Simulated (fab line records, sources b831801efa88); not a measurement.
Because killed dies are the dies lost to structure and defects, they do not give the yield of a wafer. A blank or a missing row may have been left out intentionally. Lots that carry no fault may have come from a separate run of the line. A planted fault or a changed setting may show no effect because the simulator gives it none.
Which tool is to blame? :: flow sfq_line :: 7 lots, 21 wafers sampled, at 1 step of a route of 325

WHAT THE GAUGES READ, wafer by wafer
SFQ_C5_OVL_MEAS_937.
lot: L682
measured: day 57 02:31
on: overlay-02
C5_OVL (nm): -1 -1 2

lot: L684
measured: day 60 07:49
on: overlay-02
C5_OVL (nm): 1 2 -5

lot: L686
measured: day 62 15:04
on: overlay-01
C5_OVL (nm): 5 2 9

lot: L688
measured: day 62 21:11
on: overlay-01
C5_OVL (nm): -3 0 -1

lot: L690
measured: day 67 04:25
on: overlay-01
C5_OVL (nm): -4 -3 -1

lot: L697
measured: day 72 08:01
on: overlay-02
C5_OVL (nm): -5 -10 -8

lot: L699
measured: day 74 02:19
on: overlay-02
C5_OVL (nm): -5 -5 2

TOOL THAT RAN EACH LOT (tool first, then ch and the chambers of the sampled wafers, then the start)
The record shows no process step preceding these readings.

THE ANSWER, worked out from the rows above alone
Rule: the usual values come from the lots themselves. The widest of any qualifying gaps counts: lots, ordered by their means at a reading, are off when they make up no more than a third of the lots, leave a main group of 4 or more, and stand apart from it by 3 or more times the standard deviation of that group's means. Not used: any main group whose means are identical at the precision the tables above print for the reading. Also off: a lot with no number at a reading for which 4 or more lots have one. Where the step has rows for the other lots, those lots are counted as sound.
No lot is off at any reading shown: from this, nothing can be told.

WHAT THE SIMULATOR HAD INSERTED
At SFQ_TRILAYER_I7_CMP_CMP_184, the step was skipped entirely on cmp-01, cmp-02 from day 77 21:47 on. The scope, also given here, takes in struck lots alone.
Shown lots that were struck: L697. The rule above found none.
